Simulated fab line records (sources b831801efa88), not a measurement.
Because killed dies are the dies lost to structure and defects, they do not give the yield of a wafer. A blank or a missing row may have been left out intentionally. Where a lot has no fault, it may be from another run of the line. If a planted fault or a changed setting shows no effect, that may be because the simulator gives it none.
A lot that was struck, set against a sound lot || flow sky130 || 15 out of 708 route steps
Sound: these wafers, L946.2, L946.3, L946.5. The struck wafers were L958.3, L958.5, L958.6. Last of all comes the cause.
For every step that has rows: the tool of each side, followed by ch and its chambers, followed by its first start. Under that, the readings that differ: sound wafers || struck wafers || difference of the means || sigmas: that difference in standard deviations of wafers without a fault.
alike: words and numbers the same on both sides, and readings whose means are apart by under 2 such deviations; not compared: readings that were withheld, readings missing a value for some wafer, numbers with overlapping values and no deviation given by the record, and bounds like >300 which may hide the same value.
The two part at a step that has a row with sigmas, a row that says differs or no value, or rows on one side only. Numbers that have no deviation but don't overlap get no sigmas and don't part them. A reading missing from all wafers of one side parts the sides only when that side holds two or more wafers.

first, 5 steps without rows for these wafers: SKY_VIA4_COAT_06 (resist thk 1140 nm); SKY_VIA4_SOFTBAKE_07 (time 60 s); SKY_VIA4_EXPOSE_08 (exposes mask VIM4, target cd 800 nm); SKY_VIA4_PEB_09; SKY_VIA4_DEVELOP_10 (develop time 60 s).
SKY_VIA4_OVL_MEAS_11:
  struck on overlay-02, day 47 11:35; sound on overlay-02, day 44 06:50
  alike: VIA4_OVL
SKY_VIA4_ETCH_12: etches SiO2 in C4F8/O2/Ar, stops on TiN, target depth 580 nm.
  sound on rie diel-03 ch 1,3, day 44 06:52; struck on rie diel-02 ch 1,2, day 47 11:37
  alike: oes product au
SKY_VIA4_STRIP_13: strips in O2/N2.
  sound on plasma asher-02 ch 0,1, day 44 06:56; struck on plasma asher-02 ch 0,1, day 47 11:43
  alike: drypump motor current A, oes product au, strip time to endpoint s
  not compared: rf hours counter h
then, 3 steps without rows for these wafers: SKY_VIA4_STRIP_14 (strips in post etch residue remover, time 1200 s); SKY_VIA4_CLEAN_15 (cleans in IPA, time 180 s); SKY_VIA4_CLEAN_16 (cleans in O3/DIW).
SKY_VIA4_SPUTTER_17: material TiN, target thk 20 nm, time 80 s.
  struck on pvd sputter-02, day 47 12:19; sound on pvd sputter-02, day 44 07:32
  alike: throttle valve pct
SKY_VIA4_CVD_18: deposits W, target thk 505 nm, time 152.14 s.
  sound on cvd w-01 ch 0,1, day 44 07:35; struck on cvd w-02 ch 1, day 47 12:56
  alike: heater power w
SKY_VIA4_RS_MEAS_19: a four-point-probe measurement.
  struck on film metro-02, day 47 13:28; sound on film metro-02, day 44 07:46
{"reading": "VIA4_W_RS (ohm/sq)", "sound": "0.2202 0.2160 0.2162", "struck": "0.1131 0.1134 0.1132", "difference": -0.1042, "sigmas": -35}
SKY_PAD_OPEN_PROBE_99:
  sound wafers here have rows in the record (prober-01, day 47 03:21); struck ones have none

## WHERE THEY PART
Last at SKY_PAD_OPEN_PROBE_99 as far as this record goes, first at SKY_VIA4_RS_MEAS_19.

WHY: whatever the simulator had introduced
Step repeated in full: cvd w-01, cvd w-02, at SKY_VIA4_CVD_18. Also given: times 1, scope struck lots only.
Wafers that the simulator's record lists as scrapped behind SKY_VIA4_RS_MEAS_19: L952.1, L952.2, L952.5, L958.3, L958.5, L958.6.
